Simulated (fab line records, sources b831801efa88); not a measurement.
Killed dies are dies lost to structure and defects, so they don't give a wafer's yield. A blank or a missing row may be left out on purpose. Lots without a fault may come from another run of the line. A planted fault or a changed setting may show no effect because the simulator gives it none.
fab line records | flow sky130
record lots=5 wafers=15 last_day=50
route steps=708 shown LDD_P@255 LDD_HVN@267 LDD_HVP@278
lots that met no fault: from a run of the same line without faults
start_h: hours from the record's first day to the start of the lot's first wafer shown | wait_h: hours since the lot's step before | " the same as in the row above | L1.1+2: a row that stands for several wafers | - no value, or no start given | * or withheld: withheld | < > ~ a bound
route shown NAME@n: a module of which the file shows steps, and the number in the route of the first | usual: mean/standard deviation of fault-free wafers | same: alike in all rows | chamber/n: place in a boat | sites: the reading at each site | _std_site: their standard deviation | _edge_site: outer sites' mean less inner sites' | radius_mm: how far each site lies from the wafer's centre | mask NAME#n: copy n | behind: the tool/chamber that last shaped the wafer | hold: why the lot was held/for how many hours/how that ended | device: the transistor (n, p or np) that didn't switch | end of line: the same wafers' tests at the end of the route | a step without rows: its recipe alone | killed: dies lost to structure and defects at the first sort, not the wafer's yield | map: a wafer's dies, x killed, . not, _ none there
set.NAME: the setting as run; set.NAME@STEP: as run at that earlier step | model.NAME: the simulator's own value behind a step, which no gauge read
lots at some steps of the route; a table a step, a row a wafer
services: from which hour (start_h, from the record's first day; less than 0 if before it) a tool's chamber was out of use, for how many hours, and why
## steps
# step SKY_LDD_P_DEHYDRATE_00
# recipe temp_c=200 time_s=60
# usual resist_line_temp_C=23.01/0.098
# columns lot.wafer tool chamber start_h wait_h resist_line_temp_C
L075.2 litho_track-01 0 427.06 13.8 22.92
L075.5 " 0 " " 23.11
L075.6 " 0 " " 22.97
L085.1 litho_track-03 0 515.52 12.6 22.89
L085.4 " 0 " " 22.99
L085.6 " 0 " " 23.01
L088.1 litho_track-03 0 566.07 14.1 23.16
L088.3 " 0 " " 22.97
L088.4 " 0 " " 23.03
L093.3 litho_track-02 0 604.33 15.7 23.00
L093.4 " 0 " " 23.00
L093.5 " 0 " " 23.05
L094.1 litho_track-01 0 608.48 16.5 23.03
L094.4 " 0 " " 23.03
L094.6 " 0 " " 23.02
# step SKY_LDD_P_HMDS_01
# recipe prime_time_s=60 prime_temp_c=120
# usual resist_line_temp_C=23.02/0.096
# columns lot.wafer tool chamber start_h wait_h resist_line_temp_C
L075.2 litho_track-01 0 427.21 0.1 23.13
L075.5 " 0 " " 23.15
L075.6 " 0 " " 23.01
L085.1 litho_track-03 0 515.67 0.1 23.22
L085.4 " 0 " " 22.99
L085.6 " 0 " " 23.09
L088.1 litho_track-03 0 566.22 0.1 23.13
L088.3 " 0 " " 23.14
L088.4 " 0 " " 22.96
L093.3 litho_track-02 0 604.48 0.1 23.08
L093.4 " 0 " " 22.98
L093.5 " 0 " " 23.07
L094.1 litho_track-01 0 608.63 0.1 22.89
L094.4 " 0 " " 23.03
L094.6 " 0 " " 22.85
# step SKY_LDD_P_COAT_02
# recipe resist=NOVOLAK spin_rpm=3000 resist_thk_nm=1140
# usual resist_line_temp_C=23.02/0.11
# columns lot.wafer tool chamber start_h wait_h resist_line_temp_C
L075.2 litho_track-01 0 427.36 0.1 23.08
L075.5 " 0 " " 23.04
L075.6 " 0 " " 23.10
L085.1 litho_track-03 0 515.82 0.1 22.81
L085.4 " 0 " " 22.97
L085.6 " 0 " " 23.12
L088.1 litho_track-03 0 566.37 0.1 23.02
L088.3 " 0 " " 23.00
L088.4 " 0 " " 23.06
L093.3 litho_track-02 0 604.63 0.1 22.92
L093.4 " 0 " " 23.10
L093.5 " 0 " " 23.05
L094.1 litho_track-01 0 608.78 0.1 22.95
L094.4 " 0 " " 23.05
L094.6 " 0 " " 22.98
# step SKY_LDD_P_SOFTBAKE_03
# recipe temp_c=91.09 time_s=60 resist=NOVOLAK
# usual resist_line_temp_C=23.00/0.096
# columns lot.wafer tool chamber start_h wait_h resist_line_temp_C
L075.2 litho_track-01 0 427.51 0.1 23.19
L075.5 " 0 " " 23.14
L075.6 " 0 " " 23.15
L085.1 litho_track-03 0 515.97 0.1 23.05
L085.4 " 0 " " 23.04
L085.6 " 0 " " 23.05
L088.1 litho_track-03 0 566.52 0.1 23.14
L088.3 " 0 " " 23.06
L088.4 " 0 " " 23.02
L093.3 litho_track-02 0 604.78 0.1 22.93
L093.4 " 0 " " 22.89
L093.5 " 0 " " 23.14
L094.1 litho_track-01 0 608.93 0.1 22.84
L094.4 " 0 " " 22.90
L094.6 " 0 " " 22.96
# step SKY_LDD_P_EXPOSE_04
# recipe mask_id=PSDM na=0.6 source_shape=conventional sigma_outer=0.6 polarization=unpolarized target_cd_nm=380 dose_mj=138
# usual exposure_dose_mJ_cm2=137.85/0.16 reticle_temp_C=22.98/0.095
# columns lot.wafer tool chamber start_h wait_h mask exposure_dose_mJ_cm2 reticle_temp_C
L075.2 iline_stepper-02 0 - - PSDM#0 137.63 22.98
L075.5 " 0 " " PSDM#0 137.72 22.88
L075.6 " 0 " " PSDM#0 137.64 22.96
L085.1 iline_stepper-01 0 - - PSDM#0 137.72 22.89
L085.4 " 0 " " PSDM#0 137.88 22.97
L085.6 " 0 " " PSDM#0 137.70 23.06
L088.1 iline_stepper-01 0 - - PSDM#0 137.77 23.25
L088.3 " 0 " " PSDM#0 137.83 23.04
L088.4 " 0 " " PSDM#0 138.12 23.17
L093.3 iline_stepper-01 0 - - PSDM#0 138.14 22.96
L093.4 " 0 " " PSDM#0 137.93 22.92
L093.5 " 0 " " PSDM#0 138.02 22.93
L094.1 iline_stepper-02 0 - - PSDM#0 137.72 22.97
L094.4 " 0 " " PSDM#0 137.75 23.03
L094.6 " 0 " " PSDM#0 137.67 22.99
# step SKY_LDD_P_PEB_05
# recipe temp_c=withheld time_s=* resist=NOVOLAK
# usual resist_line_temp_C=*
# columns lot.wafer tool chamber start_h wait_h resist_line_temp_C
L075.2 litho_track-01 0 - - *
L075.5 " 0 " " *
L075.6 " 0 " " *
L085.1 litho_track-03 0 - - *
L085.4 " 0 " " *
L085.6 " 0 " " *
L088.1 litho_track-01 0 - - *
L088.3 " 0 " " *
L088.4 " 0 " " *
L093.3 litho_track-01 0 - - *
L093.4 " 0 " " *
L093.5 " 0 " " *
L094.1 litho_track-02 0 - - *
L094.4 " 0 " " *
L094.6 " 0 " " *
# step SKY_LDD_P_DEVELOP_06
# recipe resist=NOVOLAK developer=TMAH develop_time_s=60 dev_temp_c=23
# usual resist_line_temp_C=23.02/0.11
# columns lot.wafer tool chamber start_h wait_h resist_line_temp_C
L075.2 litho_track-01 0 443.21 0.1 22.82
L075.5 " 0 " " 22.84
L075.6 " 0 " " 22.73
L085.1 litho_track-03 0 528.07 0.1 22.94
L085.4 " 0 " " 23.02
L085.6 " 0 " " 22.97
L088.1 litho_track-01 0 581.53 0.1 22.96
L088.3 " 0 " " 23.01
L088.4 " 0 " " 22.93
L093.3 litho_track-01 0 617.68 0.1 23.04
L093.4 " 0 " " 22.89
L093.5 " 0 " " 23.15
L094.1 litho_track-02 0 620.88 0.1 22.98
L094.4 " 0 " " 23.19
L094.6 " 0 " " 23.07
# step SKY_LDD_P_CD_MEAS_07
# recipe target_cd_nm=380
# usual cd_nm=379.9/2.7
# columns lot.wafer tool chamber start_h wait_h cd_nm
L075.2 cd_sem-02 - 443.35 0.1 380.1
L075.5 " - " " 378.9
L075.6 " - " " 377.3
L085.1 cd_sem-02 - 528.22 0.1 381.3
L085.4 " - " " 378.4
L085.6 " - " " 383.5
L088.1 cd_sem-02 - 581.69 0.1 377.4
L088.3 " - " " 374.4
L088.4 " - " " 375.0
L093.3 cd_sem-02 - 617.82 0.1 382.5
L093.4 " - " " 381.7
L093.5 " - " " 383.4
L094.1 cd_sem-01 - 621.03 0.1 385.3
L094.4 " - " " 382.5
L094.6 " - " " 383.9
# step SKY_LDD_P_OVL_MEAS_08
# usual LDD_P_OVL=-0.7/1.3
# columns lot.wafer tool chamber start_h wait_h LDD_P_OVL[nm]
L075.2 overlay-01 - 443.46 0.1 0.5
L075.5 " - " " -1.5
L075.6 " - " " -1.8
L085.1 overlay-02 - 528.34 0.1 -0.8
L085.4 " - " " -3.7
L085.6 " - " " 1.2
L088.1 overlay-01 - 581.81 0.1 1.4
L088.3 " - " " 0.8
L088.4 " - " " 1.5
L093.3 overlay-02 - 617.92 0.1 -2.4
L093.4 " - " " -0.7
L093.5 " - " " -1.4
L094.1 overlay-02 - 621.15 0.1 0.4
L094.4 " - " " 0.4
L094.6 " - " " -1.1
# step SKY_LDD_P_IMPLANT_09
# recipe species=BF2 energy_kev=25 dose_cm2=1e+13 tilt_deg=withheld
# columns lot.wafer tool chamber start_h wait_h
L075.2+5+6 implanter-01 0 443.52 0.0
L085.1+4+6 implanter-04 0 528.37 0.0
L088.1+3+4 implanter-04 0 581.85 0.0
L093.3+4+5 implanter-01 0 617.99 0.1
L094.1+4+6 implanter-01 0 621.19 0.0
# step SKY_LDD_P_STRIP_10
# recipe chemistry=O2/N2 power_w=1400 pressure_mtorr=1500 platen_temp_c=withheld o2_flow_sccm=3000 n2_flow_sccm=300 overash_fraction=0.5
# usual drypump_motor_current_A=5.62/0.28 o2_flow_sccm=3000/8.5 oes_product_au=0.716/0.0045 strip_time_to_endpoint_s=14.15/0.039
# columns lot.wafer tool chamber start_h wait_h drypump_motor_current_A o2_flow_sccm oes_product_au rf_hours_counter_h strip_time_to_endpoint_s
L075.2 plasma_asher-04 0 443.64 0.1 5.76 2998 0.712 63 14.05
L075.5 " 1 " " 6.08 2996 0.716 - 14.14
L075.6 " 0 " " 5.74 2994 0.715 - 14.12
L085.1 plasma_asher-03 1 528.52 0.1 5.72 2996 0.720 12 14.16
L085.4 " 1 " " 5.73 3005 0.716 - 14.17
L085.6 " 1 " " 5.71 3002 0.719 - 14.13
L088.1 plasma_asher-02 0 582.00 0.1 5.28 3000 0.714 43 14.10
L088.3 " 0 " " 5.30 3001 0.720 - 14.05
L088.4 " 1 " " 5.63 3005 0.714 - 14.05
L093.3 plasma_asher-04 0 618.12 0.1 5.76 2994 0.708 - 14.15
L093.4 " 1 " " 6.09 3013 0.711 - 14.20
L093.5 " 1 " " 6.12 3007 0.715 - 14.13
L094.1 plasma_asher-03 0 621.34 0.1 5.33 2990 0.715 21 14.18
L094.4 " 1 " " 5.74 3006 0.708 - 14.14
L094.6 " 0 " " 5.31 3004 0.711 - 14.17
# step SKY_LDD_P_TW_MEAS_11
# usual LDD_P_TW=637.3/2.6
# columns lot.wafer tool chamber start_h wait_h LDD_P_TW
L075.2 film_metro-01 - 443.76 0.1 633.9
L075.5 " - " " 639.7
L075.6 " - " " 637.7
L085.1 film_metro-04 - 528.62 0.1 632.1
L085.4 " - " " 635.9
L085.6 " - " " 633.5
L088.1 film_metro-03 - 582.10 0.1 639.6
L088.3 " - " " 637.0
L088.4 " - " " 639.4
L093.3 film_metro-03 - 618.21 0.1 641.9
L093.4 " - " " 639.7
L093.5 " - " " 635.7
L094.1 film_metro-03 - 621.44 0.1 642.8
L094.4 " - " " 634.3
L094.6 " - " " 639.0
# step SKY_LDD_HVN_DEHYDRATE_00
# recipe temp_c=200 time_s=60
# usual resist_line_temp_C=23.01/0.11
# columns lot.wafer tool chamber start_h wait_h resist_line_temp_C
L075.2 litho_track-03 0 457.94 14.2 23.16
L075.5 " 0 " " 23.06
L075.6 " 0 " " 23.07
L085.1 litho_track-01 0 546.48 17.9 23.25
L085.4 " 0 " " 23.15
L085.6 " 0 " " 23.32
L088.1 litho_track-04 0 595.34 13.2 22.85
L088.3 " 0 " " 22.86
L088.4 " 0 " " 22.86
L093.3 litho_track-04 0 634.04 15.8 22.96
L093.4 " 0 " " 22.99
L093.5 " 0 " " 23.04
L094.1 litho_track-01 0 637.08 15.6 22.93
L094.4 " 0 " " 22.85
L094.6 " 0 " " 22.82
# step SKY_LDD_HVN_HMDS_01
# recipe prime_time_s=60 prime_temp_c=120
# usual resist_line_temp_C=22.99/0.1
# columns lot.wafer tool chamber start_h wait_h resist_line_temp_C
L075.2 litho_track-03 0 458.09 0.1 22.98
L075.5 " 0 " " 23.11
L075.6 " 0 " " 22.94
L085.1 litho_track-01 0 546.63 0.1 22.87
L085.4 " 0 " " 23.03
L085.6 " 0 " " 22.90
L088.1 litho_track-04 0 595.49 0.1 23.02
L088.3 " 0 " " 23.18
L088.4 " 0 " " 22.98
L093.3 litho_track-04 0 634.19 0.1 23.07
L093.4 " 0 " " 22.97
L093.5 " 0 " " 23.15
L094.1 litho_track-01 0 637.23 0.1 22.77
L094.4 " 0 " " 23.03
L094.6 " 0 " " 22.96
# step SKY_LDD_HVN_COAT_02
# recipe resist=NOVOLAK spin_rpm=3000 resist_thk_nm=300
# usual resist_line_temp_C=22.99/0.11
# columns lot.wafer tool chamber start_h wait_h resist_line_temp_C
L075.2 litho_track-03 0 458.24 0.1 23.06
L075.5 " 0 " " 23.20
L075.6 " 0 " " 22.93
L085.1 litho_track-01 0 546.78 0.1 23.08
L085.4 " 0 " " 23.06
L085.6 " 0 " " 23.10
L088.1 litho_track-04 0 595.64 0.1 22.97
L088.3 " 0 " " 22.85
L088.4 " 0 " " 22.89
L093.3 litho_track-04 0 634.34 0.1 22.90
L093.4 " 0 " " 22.65
L093.5 " 0 " " 22.92
L094.1 litho_track-01 0 637.38 0.1 23.09
L094.4 " 0 " " 23.04
L094.6 " 0 " " 23.17
# step SKY_LDD_HVN_SOFTBAKE_03
# recipe temp_c=90 time_s=60 resist=NOVOLAK
# usual resist_line_temp_C=23.01/0.1
# columns lot.wafer tool chamber start_h wait_h resist_line_temp_C
L075.2 litho_track-03 0 458.39 0.1 23.01
L075.5 " 0 " " 22.93
L075.6 " 0 " " 22.84
L085.1 litho_track-01 0 546.93 0.1 23.14
L085.4 " 0 " " 23.04
L085.6 " 0 " " 23.05
L088.1 litho_track-04 0 595.79 0.1 22.89
L088.3 " 0 " " 23.02
L088.4 " 0 " " 23.04
L093.3 litho_track-04 0 634.49 0.1 23.11
L093.4 " 0 " " 23.04
L093.5 " 0 " " 22.94
L094.1 litho_track-01 0 637.53 0.1 23.10
L094.4 " 0 " " 23.14
L094.6 " 0 " " 23.20
# step SKY_LDD_HVN_EXPOSE_04
# recipe mask_id=HVNTM na=0.6 source_shape=conventional sigma_outer=0.6 polarization=unpolarized target_cd_nm=700 dose_mj=127
# usual exposure_dose_mJ_cm2=127.03/0.14 reticle_temp_C=23.00/0.12
# columns lot.wafer tool chamber start_h wait_h mask exposure_dose_mJ_cm2 reticle_temp_C
L075.2 iline_stepper-02 0 - - HVNTM#0 127.06 22.98
L075.5 " 0 " " HVNTM#0 127.04 23.02
L075.6 " 0 " " HVNTM#0 127.02 23.08
L085.1 iline_stepper-01 0 - - HVNTM#0 127.15 23.04
L085.4 " 0 " " HVNTM#0 127.00 23.07
L085.6 " 0 " " HVNTM#0 127.09 23.12
L088.1 iline_stepper-01 0 - - HVNTM#0 127.06 23.03
L088.3 " 0 " " HVNTM#0 127.13 22.95
L088.4 " 0 " " HVNTM#0 127.12 23.03
L093.3 iline_stepper-02 0 - - HVNTM#0 127.06 22.95
L093.4 " 0 " " HVNTM#0 127.19 23.13
L093.5 " 0 " " HVNTM#0 127.15 23.02
L094.1 iline_stepper-02 0 - - HVNTM#0 127.01 22.93
L094.4 " 0 " " HVNTM#0 127.17 23.18
L094.6 " 0 " " HVNTM#0 127.14 22.97
# step SKY_LDD_HVN_PEB_05
# recipe temp_c=withheld time_s=* resist=NOVOLAK
# usual resist_line_temp_C=*
# columns lot.wafer tool chamber start_h wait_h resist_line_temp_C
L075.2 litho_track-04 0 - - *
L075.5 " 0 " " *
L075.6 " 0 " " *
L085.1 litho_track-01 0 - - *
L085.4 " 0 " " *
L085.6 " 0 " " *
L088.1 litho_track-04 0 - - *
L088.3 " 0 " " *
L088.4 " 0 " " *
L093.3 litho_track-03 0 - - *
L093.4 " 0 " " *
L093.5 " 0 " " *
L094.1 litho_track-04 0 - - *
L094.4 " 0 " " *
L094.6 " 0 " " *
# step SKY_LDD_HVN_DEVELOP_06
# recipe resist=NOVOLAK developer=TMAH develop_time_s=60 dev_temp_c=23
# usual resist_line_temp_C=23.00/0.12
# columns lot.wafer tool chamber start_h wait_h resist_line_temp_C
L075.2 litho_track-04 0 474.26 0.1 22.96
L075.5 " 0 " " 22.99
L075.6 " 0 " " 23.04
L085.1 litho_track-01 0 558.63 0.1 22.93
L085.4 " 0 " " 23.03
L085.6 " 0 " " 22.92
L088.1 litho_track-04 0 611.54 0.1 23.01
L088.3 " 0 " " 22.82
L088.4 " 0 " " 23.08
L093.3 litho_track-03 0 647.17 0.1 22.89
L093.4 " 0 " " 22.92
L093.5 " 0 " " 23.06
L094.1 litho_track-04 0 649.99 0.1 23.19
L094.4 " 0 " " 22.94
L094.6 " 0 " " 22.78
# step SKY_LDD_HVN_OVL_MEAS_07
# usual LDD_HVN_OVL=-1.3/1.2
# columns lot.wafer tool chamber start_h wait_h LDD_HVN_OVL[nm]
L075.2 overlay-01 - 474.39 0.1 -2.0
L075.5 " - " " -2.2
L075.6 " - " " -1.9
L085.1 overlay-02 - 558.78 0.1 1.0
L085.4 " - " " -0.4
L085.6 " - " " 1.0
L088.1 overlay-02 - 611.69 0.1 -1.3
L088.3 " - " " -0.8
L088.4 " - " " -1.9
L093.3 overlay-01 - 647.28 0.1 -2.0
L093.4 " - " " -2.3
L093.5 " - " " -0.6
L094.1 overlay-01 - 650.14 0.1 -2.2
L094.4 " - " " -0.3
L094.6 " - " " -2.4
# step SKY_LDD_HVN_IMPLANT_08
# recipe species=P energy_kev=60 dose_cm2=3e+13 tilt_deg=40
# columns lot.wafer tool chamber start_h wait_h
L075.2+5+6 implanter-01 0 474.45 0.0
L085.1+4+6 implanter-01 0 558.82 0.0
L088.1+3+4 implanter-03 0 611.72 0.0
L093.3+4+5 implanter-01 0 647.35 0.1
L094.1+4+6 implanter-03 0 650.17 0.0
# step SKY_LDD_HVN_STRIP_09
# recipe chemistry=O2/N2 power_w=1362 pressure_mtorr=1500 platen_temp_c=withheld o2_flow_sccm=3000 n2_flow_sccm=300 overash_fraction=0.5
# usual drypump_motor_current_A=5.8/0.45 o2_flow_sccm=2999/9.4 oes_product_au=0.408/0.0043 strip_time_to_endpoint_s=4.232/0.015
# columns lot.wafer tool chamber start_h wait_h drypump_motor_current_A o2_flow_sccm oes_product_au rf_hours_counter_h strip_time_to_endpoint_s
L075.2 plasma_asher-02 0 474.57 0.1 5.3 3016 0.403 31 4.236
L075.5 " 1 " " 5.6 2995 0.413 - 4.246
L075.6 " 0 " " 5.3 3007 0.409 - 4.229
L085.1 plasma_asher-01 1 558.97 0.1 6.6 2995 0.418 85 4.244
L085.4 " 0 " " 5.7 3011 0.405 - 4.241
L085.6 " 1 " " 6.6 3015 0.405 - 4.257
L088.1 plasma_asher-02 0 611.87 0.1 5.3 3011 0.406 45 4.219
L088.3 " 1 " " 5.6 3002 0.409 - 4.237
L088.4 " 0 " " 5.3 3000 0.403 - 4.226
L093.3 plasma_asher-02 0 647.49 0.1 5.3 3006 0.410 - 4.199
L093.4 " 1 " " 5.6 3002 0.410 - 4.236
L093.5 " 1 " " 5.6 3005 0.400 - 4.212
L094.1 plasma_asher-01 0 650.32 0.1 5.7 3010 0.408 93 4.214
L094.4 " 1 " " 6.6 2993 0.412 - 4.209
L094.6 " 0 " " 5.7 2999 0.411 - 4.216
# step SKY_LDD_HVN_TW_MEAS_10
# usual LDD_HVN_TW=1441/7.5
# columns lot.wafer tool chamber start_h wait_h LDD_HVN_TW
L075.2 film_metro-01 - 474.68 0.1 1429
L075.5 " - " " 1437
L075.6 " - " " 1435
L085.1 film_metro-02 - 559.07 0.1 1445
L085.4 " - " " 1457
L085.6 " - " " 1451
L088.1 film_metro-01 - 612.01 0.1 1437
L088.3 " - " " 1441
L088.4 " - " " 1437
L093.3 film_metro-03 - 647.57 0.1 1456
L093.4 " - " " 1445
L093.5 " - " " 1444
L094.1 film_metro-03 - 650.42 0.1 1442
L094.4 " - " " 1444
L094.6 " - " " 1450
# step SKY_LDD_HVP_DEHYDRATE_00
# recipe temp_c=200 time_s=60
# usual resist_line_temp_C=23.00/0.1
# columns lot.wafer tool chamber start_h wait_h resist_line_temp_C
L075.2 litho_track-03 0 488.09 13.4 23.01
L075.5 " 0 " " 22.98
L075.6 " 0 " " 23.00
L085.1 litho_track-02 0 576.13 17.1 22.95
L085.4 " 0 " " 22.91
L085.6 " 0 " " 22.98
L088.1 litho_track-02 0 624.33 12.3 23.04
L088.3 " 0 " " 22.96
L088.4 " 0 " " 22.91
L093.3 litho_track-04 0 662.94 15.4 23.04
L093.4 " 0 " " 23.04
L093.5 " 0 " " 23.06
L094.1 litho_track-02 0 665.43 15.0 22.96
L094.4 " 0 " " 23.12
L094.6 " 0 " " 22.98
# step SKY_LDD_HVP_HMDS_01
# recipe prime_time_s=60 prime_temp_c=120
# usual resist_line_temp_C=23.02/0.11
# columns lot.wafer tool chamber start_h wait_h resist_line_temp_C
L075.2 litho_track-03 0 488.24 0.1 23.15
L075.5 " 0 " " 23.00
L075.6 " 0 " " 23.25
L085.1 litho_track-02 0 576.28 0.1 23.07
L085.4 " 0 " " 23.05
L085.6 " 0 " " 22.97
L088.1 litho_track-02 0 624.48 0.1 22.94
L088.3 " 0 " " 22.94
L088.4 " 0 " " 22.88
L093.3 litho_track-04 0 663.09 0.1 23.05
L093.4 " 0 " " 23.05
L093.5 " 0 " " 23.08
L094.1 litho_track-02 0 665.58 0.1 23.03
L094.4 " 0 " " 22.93
L094.6 " 0 " " 23.07
# step SKY_LDD_HVP_COAT_02
# recipe resist=NOVOLAK spin_rpm=3000 resist_thk_nm=300
# usual resist_line_temp_C=23.00/0.1
# columns lot.wafer tool chamber start_h wait_h resist_line_temp_C
L075.2 litho_track-03 0 488.39 0.1 23.17
L075.5 " 0 " " 23.05
L075.6 " 0 " " 23.21
L085.1 litho_track-02 0 576.43 0.1 22.83
L085.4 " 0 " " 22.97
L085.6 " 0 " " 23.04
L088.1 litho_track-02 0 624.63 0.1 22.97
L088.3 " 0 " " 22.93
L088.4 " 0 " " 23.11
L093.3 litho_track-04 0 663.24 0.1 23.38
L093.4 " 0 " " 23.06
L093.5 " 0 " " 22.93
L094.1 litho_track-02 0 665.73 0.1 23.13
L094.4 " 0 " " 23.02
L094.6 " 0 " " 22.86
# step SKY_LDD_HVP_SOFTBAKE_03
# recipe temp_c=90 time_s=60 resist=NOVOLAK
# usual resist_line_temp_C=23.01/0.11
# columns lot.wafer tool chamber start_h wait_h resist_line_temp_C
L075.2 litho_track-03 0 488.54 0.1 22.95
L075.5 " 0 " " 23.11
L075.6 " 0 " " 23.05
L085.1 litho_track-02 0 576.58 0.1 22.99
L085.4 " 0 " " 22.98
L085.6 " 0 " " 22.99
L088.1 litho_track-02 0 624.78 0.1 23.05
L088.3 " 0 " " 23.11
L088.4 " 0 " " 23.02
L093.3 litho_track-04 0 663.39 0.1 22.81
L093.4 " 0 " " 22.81
L093.5 " 0 " " 22.96
L094.1 litho_track-02 0 665.88 0.1 23.03
L094.4 " 0 " " 22.94
L094.6 " 0 " " 23.23
# step SKY_LDD_HVP_EXPOSE_04
# recipe mask_id=HVPTM na=0.6 source_shape=conventional sigma_outer=0.6 polarization=unpolarized target_cd_nm=700 dose_mj=86
# usual exposure_dose_mJ_cm2=85.99/0.077 reticle_temp_C=23.01/0.1
# columns lot.wafer tool chamber start_h wait_h mask exposure_dose_mJ_cm2 reticle_temp_C
L075.2 iline_stepper-02 0 - - HVPTM#0 86.04 23.13
L075.5 " 0 " " HVPTM#0 86.02 23.05
L075.6 " 0 " " HVPTM#0 86.11 23.08
L085.1 iline_stepper-01 0 - - HVPTM#0 86.05 22.93
L085.4 " 0 " " HVPTM#0 85.98 23.07
L085.6 " 0 " " HVPTM#0 85.95 23.06
L088.1 iline_stepper-01 0 - - HVPTM#0 86.01 22.95
L088.3 " 0 " " HVPTM#0 86.03 23.01
L088.4 " 0 " " HVPTM#0 86.00 23.11
L093.3 iline_stepper-01 0 - - HVPTM#0 86.05 22.96
L093.4 " 0 " " HVPTM#0 85.95 22.92
L093.5 " 0 " " HVPTM#0 86.18 23.09
L094.1 iline_stepper-01 0 - - HVPTM#0 85.93 23.16
L094.4 " 0 " " HVPTM#0 85.97 22.97
L094.6 " 0 " " HVPTM#0 85.97 23.07
# step SKY_LDD_HVP_PEB_05
# recipe temp_c=withheld time_s=* resist=NOVOLAK
# usual resist_line_temp_C=*
# columns lot.wafer tool chamber start_h wait_h resist_line_temp_C
L075.2 litho_track-03 0 - - *
L075.5 " 0 " " *
L075.6 " 0 " " *
L085.1 litho_track-04 0 - - *
L085.4 " 0 " " *
L085.6 " 0 " " *
L088.1 litho_track-03 0 - - *
L088.3 " 0 " " *
L088.4 " 0 " " *
L093.3 litho_track-02 0 - - *
L093.4 " 0 " " *
L093.5 " 0 " " *
L094.1 litho_track-03 0 - - *
L094.4 " 0 " " *
L094.6 " 0 " " *
# step SKY_LDD_HVP_DEVELOP_06
# recipe resist=NOVOLAK developer=TMAH develop_time_s=60 dev_temp_c=23
# usual resist_line_temp_C=23.01/0.098
# columns lot.wafer tool chamber start_h wait_h resist_line_temp_C
L075.2 litho_track-03 0 513.19 0.1 22.96
L075.5 " 0 " " 22.85
L075.6 " 0 " " 22.98
L085.1 litho_track-04 0 588.64 0.1 23.29
L085.4 " 0 " " 23.09
L085.6 " 0 " " 23.18
L088.1 litho_track-03 0 640.67 0.1 22.90
L088.3 " 0 " " 22.93
L088.4 " 0 " " 22.86
L093.3 litho_track-02 0 675.78 0.1 22.81
L093.4 " 0 " " 22.97
L093.5 " 0 " " 22.97
L094.1 litho_track-03 0 678.67 0.1 23.07
L094.4 " 0 " " 23.07
L094.6 " 0 " " 23.15
# step SKY_LDD_HVP_OVL_MEAS_07
# usual LDD_HVP_OVL=0.3/1.3
# columns lot.wafer tool chamber start_h wait_h LDD_HVP_OVL[nm]
L075.2 overlay-01 - 513.32 0.1 0.1
L075.5 " - " " 0.3
L075.6 " - " " -1.0
L085.1 overlay-01 - 588.79 0.1 -1.7
L085.4 " - " " -3.1
L085.6 " - " " -2.2
L088.1 overlay-02 - 640.82 0.1 0.4
L088.3 " - " " 0.7
L088.4 " - " " -0.3
L093.3 overlay-02 - 675.90 0.1 2.0
L093.4 " - " " 1.4
L093.5 " - " " 0.4
L094.1 overlay-02 - 678.82 0.1 2.1
L094.4 " - " " -1.3
L094.6 " - " " 0.7
# step SKY_LDD_HVP_IMPLANT_08
# recipe species=B energy_kev=20 dose_cm2=1.7e+13 tilt_deg=17.9
# columns lot.wafer tool chamber start_h wait_h
L075.2+5+6 implanter-03 0 513.38 0.0
L085.1+4+6 implanter-02 0 588.82 0.0
L088.1+3+4 implanter-02 0 640.85 0.0
L093.3+4+5 implanter-02 0 675.97 0.1
L094.1+4+6 implanter-02 0 678.85 0.0
# step SKY_LDD_HVP_STRIP_09
# recipe chemistry=O2/N2 power_w=1400 pressure_mtorr=1500 platen_temp_c=withheld o2_flow_sccm=3000 n2_flow_sccm=300 overash_fraction=0.5
# usual drypump_motor_current_A=5.8/0.42 o2_flow_sccm=3000/9.1 oes_product_au=0.408/0.0049 strip_time_to_endpoint_s=4.139/0.014
# columns lot.wafer tool chamber start_h wait_h drypump_motor_current_A o2_flow_sccm oes_product_au rf_hours_counter_h strip_time_to_endpoint_s
L075.2 plasma_asher-01 0 513.50 0.1 5.7 3000 0.405 80 4.123
L075.5 " 1 " " 6.5 2998 0.407 - 4.128
L075.6 " 0 " " 5.7 2991 0.409 - 4.138
L085.1 plasma_asher-01 0 588.97 0.1 5.7 3006 0.410 88 4.165
L085.4 " 0 " " 5.7 3006 0.416 - 4.150
L085.6 " 0 " " 5.7 3007 0.409 - 4.162
L088.1 plasma_asher-04 0 641.00 0.1 5.8 3011 0.415 83 4.154
L088.3 " 0 " " 5.8 3002 0.404 - 4.160
L088.4 " 1 " " 6.1 2998 0.409 - 4.141
L093.3 plasma_asher-01 1 676.10 0.1 6.6 2997 0.406 - 4.152
L093.4 " 0 " " 5.7 3010 0.406 - 4.156
L093.5 " 1 " " 6.6 2982 0.407 - 4.146
L094.1 plasma_asher-01 0 679.00 0.1 5.7 3019 0.408 96 4.137
L094.4 " 0 " " 5.8 3007 0.410 - 4.134
L094.6 " 1 " " 6.6 2998 0.408 - 4.142
# step SKY_LDD_HVP_TW_MEAS_10
# usual LDD_HVP_TW=457.8/1.8
# columns lot.wafer tool chamber start_h wait_h LDD_HVP_TW
L075.2 film_metro-03 - 513.61 0.1 456.1
L075.5 " - " " 454.4
L075.6 " - " " 457.2
L085.1 film_metro-04 - 589.07 0.1 458.0
L085.4 " - " " 459.4
L085.6 " - " " 456.1
L088.1 film_metro-04 - 641.10 0.1 459.0
L088.3 " - " " 459.6
L088.4 " - " " 458.6
L093.3 film_metro-03 - 676.19 0.1 458.4
L093.4 " - " " 460.0
L093.5 " - " " 459.5
L094.1 film_metro-03 - 679.10 0.1 457.6
L094.4 " - " " 458.2
L094.6 " - " " 459.0
## services
# columns tool chamber start_h hours kind
implanter-02 - 408.49 0.6 repair
iline_stepper-02 - 411.31 1.7 pm
implanter-04 - 420.82 5.7 repair
iline_stepper-02 - 433.66 2.1 pm
plasma_asher-01 - 435.12 40.8 repair
implanter-02 - 454.47 5.3 pm
plasma_asher-02 - 462.74 0.7 repair
plasma_asher-04 - 467.00 0.3 repair
iline_stepper-01 - 478.86 1.7 pm
iline_stepper-01 - 485.22 16.6 repair
iline_stepper-02 - 488.31 13.1 repair
plasma_asher-04 - 532.02 2.8 pm
plasma_asher-02 - 538.81 0.7 repair
plasma_asher-01 - 544.78 4.2 repair
implanter-03 - 555.42 3.1 repair
iline_stepper-01 - 559.29 7.1 repair
plasma_asher-04 - 562.29 14.6 pm
implanter-02 - 563.97 3.8 repair
plasma_asher-04 - 616.74 0.7 repair
iline_stepper-02 - 629.53 1.7 pm
implanter-03 - 644.14 0.7 repair
iline_stepper-02 - 646.66 1.0 repair
iline_stepper-02 - 647.17 6.1 repair
implanter-03 - 653.66 3.2 repair
## key
fault none
